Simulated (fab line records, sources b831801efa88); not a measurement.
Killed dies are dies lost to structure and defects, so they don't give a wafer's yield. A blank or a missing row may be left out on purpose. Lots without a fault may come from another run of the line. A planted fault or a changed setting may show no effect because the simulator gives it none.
Which tool did it? | flow sky130 | 12 lots, 36 wafers sampled, at 4 steps of a route of 708

WHAT THE GAUGES READ, wafer by wafer
SKY_LDD_P_TW_MEAS_11. Usual: LDD_P_TW 636, standard deviation 9.
lot  | measured     | on            | LDD_P_TW    | flag
L682 | day 20 12:08 | film_metro-04 | 646 641 646 |
L687 | day 21 18:01 | film_metro-04 | 645 641 642 |
L690 | day 22 03:14 | film_metro-04 | 644 646 638 |
L689 | day 22 03:46 | film_metro-04 | 647 642 647 |
L691 | day 22 19:07 | film_metro-02 | 643 643 643 |
L693 | day 23 10:18 | film_metro-01 | 625 627 624 |
L696 | day 24 08:22 | film_metro-04 | 638 642 639 |
L698 | day 24 18:11 | film_metro-04 | 643 644 643 |
L700 | day 25 17:14 | film_metro-02 | 640 644 650 |
L703 | day 27 01:10 | film_metro-01 | 622 623 625 |
L705 | day 27 03:36 | film_metro-02 | 640 636 636 |
L704 | day 27 05:10 | film_metro-01 | 621 627 624 |

WHICH TOOL RAN EACH LOT (tool, then ch and the chambers of the sampled wafers, then the start)
lot  | SKY_LDD_N_COAT_02                 | SKY_LDD_N_STRIP_16                   | SKY_LDD_P_STRIP_10
L682 | litho_track-04 ch 0, day 18 12:32 | plasma_asher-04 ch 0,1, day 19 05:16 | plasma_asher-02 ch 0,1, day 20 12:02
L687 | litho_track-04 ch 0, day 19 18:19 | plasma_asher-01 ch 0,1, day 20 10:46 | plasma_asher-01 ch 0,1, day 21 17:54
L690 | litho_track-04 ch 0, day 20 04:05 | plasma_asher-04 ch 0,1, day 20 19:17 | plasma_asher-02 ch 0, day 22 03:08
L689 | litho_track-04 ch 0, day 20 05:04 | plasma_asher-04 ch 0, day 20 20:29   | plasma_asher-01 ch 0,1, day 22 03:40
L691 | litho_track-02 ch 0, day 20 17:38 | plasma_asher-03 ch 0,1, day 21 11:35 | plasma_asher-02 ch 0,1, day 22 19:01
L693 | litho_track-02 ch 0, day 21 11:37 | plasma_asher-04 ch 0,1, day 22 03:47 | plasma_asher-03 ch 0,1, day 23 10:12
L696 | litho_track-01 ch 0, day 22 08:19 | plasma_asher-04 ch 0,1, day 23 01:48 | plasma_asher-02 ch 0,1, day 24 08:16
L698 | litho_track-01 ch 0, day 22 21:17 | plasma_asher-04 ch 0,1, day 23 12:30 | plasma_asher-01 ch 0,1, day 24 18:05
L700 | litho_track-04 ch 0, day 23 20:20 | plasma_asher-03 ch 0,1, day 24 11:55 | plasma_asher-01 ch 0,1, day 25 17:08
L703 | litho_track-04 ch 0, day 25 02:58 | plasma_asher-03 ch 0,1, day 25 18:41 | plasma_asher-02 ch 0,1, day 27 01:04
L705 | litho_track-02 ch 0, day 25 06:35 | plasma_asher-04 ch 0,1, day 25 21:57 | plasma_asher-01 ch 0,1, day 27 03:29
L704 | litho_track-01 ch 0, day 25 08:31 | plasma_asher-03 ch 0,1, day 25 23:31 | plasma_asher-02 ch 1, day 27 05:03
- SKY_LDD_N_COAT_02: resist thk 300 nm.
- SKY_LDD_N_STRIP_16: strips in O2/N2.
- SKY_LDD_P_STRIP_10: strips in O2/N2.

WHAT THE TOOLS THEMSELVES READ (means of the sampled wafers that have a number; where no wafer has one, the mark that the record gives instead)
SKY_LDD_N_STRIP_16. Usual: drypump_motor_current_A 5.8 A, standard deviation 0.33; oes_product_au 0.407 a.u., standard deviation 0.0045; strip_time_to_endpoint_s 4.315 s, standard deviation 0.016.
lot  | tool            | drypump_motor_current_A (A) | oes_product_au (a.u.) | strip_time_to_endpoint_s (s) | flag
L682 | plasma_asher-04 | 6.0                         | 0.404                 | 4.300                        |
L687 | plasma_asher-01 | 5.4                         | 0.410                 | 4.322                        |
L690 | plasma_asher-04 | 6.2                         | 0.428                 | 4.907                        | OFF
L689 | plasma_asher-04 | 6.0                         | 0.432                 | 4.897                        | OFF
L691 | plasma_asher-03 | 5.6                         | 0.408                 | 4.346                        |
L693 | plasma_asher-04 | 6.2                         | 0.405                 | 4.320                        |
L696 | plasma_asher-04 | 6.1                         | 0.408                 | 4.312                        |
L698 | plasma_asher-04 | 6.1                         | 0.405                 | 4.298                        |
L700 | plasma_asher-03 | 5.7                         | 0.405                 | 4.314                        |
L703 | plasma_asher-03 | 5.7                         | 0.405                 | 4.295                        |
L705 | plasma_asher-04 | 6.1                         | 0.409                 | 4.313                        |
L704 | plasma_asher-03 | 5.6                         | 0.408                 | 4.322                        |

SKY_LDD_P_STRIP_10. Usual: drypump_motor_current_A 5.49 A, standard deviation 0.23; oes_product_au 0.716 a.u., standard deviation 0.0047; strip_time_to_endpoint_s 14.17 s, standard deviation 0.045.
lot  | tool            | drypump_motor_current_A (A) | oes_product_au (a.u.) | strip_time_to_endpoint_s (s) | flag
L682 | plasma_asher-02 | 5.48                        | 0.717                 | 14.11                        |
L687 | plasma_asher-01 | 5.40                        | 0.715                 | 14.18                        |
L690 | plasma_asher-02 | 5.70                        | 0.713                 | 14.13                        |
L689 | plasma_asher-01 | 5.38                        | 0.717                 | 14.21                        |
L691 | plasma_asher-02 | 5.49                        | 0.714                 | 14.23                        |
L693 | plasma_asher-03 | 5.63                        | 0.714                 | 14.20                        |
L696 | plasma_asher-02 | 5.29                        | 0.718                 | 14.14                        |
L698 | plasma_asher-01 | 5.53                        | 0.716                 | 14.15                        |
L700 | plasma_asher-01 | 5.39                        | 0.717                 | 14.20                        |
L703 | plasma_asher-02 | 5.48                        | 0.715                 | 14.10                        |
L705 | plasma_asher-01 | 5.52                        | 0.720                 | 14.15                        |
L704 | plasma_asher-02 | 5.10                        | 0.718                 | 14.20                        |

THE ANSWER, worked out from the rows above alone
Rule: a lot is off if the mean of its wafers that have a number lies more than 3 standard deviations from the usual mean. A lot without any number at a reading at which 4 lots or more have one is off too. The other lots that the step has rows for count as sound. The gauges are gone through in route order, then the tools' own readings, and for those a lot's mean is taken as printed above. The first step at which some lot is off is used, and at that step the reading that is off furthest; a lot without a number counts as furthest.
Off: L690, L689, at SKY_LDD_N_STRIP_16 (strip_time_to_endpoint_s).
A tool fits if, at that step or a process step before it, it ran every lot that is off, and no sound lot after the first of them. None of those tried fits.

WHAT THE SIMULATOR HAD PUT IN
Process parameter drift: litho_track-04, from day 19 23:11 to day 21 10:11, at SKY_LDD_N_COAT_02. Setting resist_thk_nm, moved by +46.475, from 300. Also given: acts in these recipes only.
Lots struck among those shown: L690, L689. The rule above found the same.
